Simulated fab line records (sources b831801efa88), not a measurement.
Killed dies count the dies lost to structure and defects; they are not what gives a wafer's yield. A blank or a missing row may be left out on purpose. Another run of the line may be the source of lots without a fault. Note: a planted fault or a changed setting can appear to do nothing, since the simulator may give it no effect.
Chamber matching + flow sky130 + SKY_PASSIVATION_CVD_02 on pecvd-03: 3 sister chambers
The step deposits Si3N4, target thk 540 nm. 3 wafers are shown with their chamber, then 7 later ones without.

EACH WAFER AND ITS CHAMBER
| wafer  | chamber | heaterPowerW (W) |
|--------|---------|------------------|
| L143.4 | 2       | 620              |
| L145.1 | 0       | 792              |
| L145.2 | 1       | 731              |

WAFERS WHOSE CHAMBER IS MISSING
| wafer  | heaterPowerW (W) |
|--------|------------------|
| L145.6 | 808              |
| L146.1 | 692              |
| L146.3 | 702              |
| L146.6 | 721              |
| L149.3 | 771              |
| L149.4 | 636              |
| L149.5 | 763              |

WHICH CHAMBER EACH ONE RAN IN
| wafer  | from the rows above     | in truth                   |
|--------|-------------------------|----------------------------|
| L145.6 | 0                       | 0                          |
| L146.1 | can't be placed: 1 or 2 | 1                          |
| L146.3 | 1                       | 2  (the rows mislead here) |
| L146.6 | 1                       | 1                          |
| L149.3 | can't be placed: 0 or 1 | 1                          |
| L149.4 | 2                       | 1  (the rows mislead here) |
| L149.5 | can't be placed: 0 or 1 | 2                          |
Placed correctly: 2 of 7. Unplaceable from these rows: 3, with the true chamber sitting among the candidates in 2. Placed wrongly: 2.
How it was worked out, from the rows above alone: a wafer's distance from a chamber is the root of the sum, over the readings, of the square of ((its reading less the chamber's mean) divided by the reading's scatter). The wafer belongs to the nearest chamber; if the next one is less than 2 further off, it can't be placed. Each chamber's mean is taken over the wafers shown for it. The scatter: root of mean squared gap, hidden wafer to nearest shown wafer, with one shown wafer a chamber.
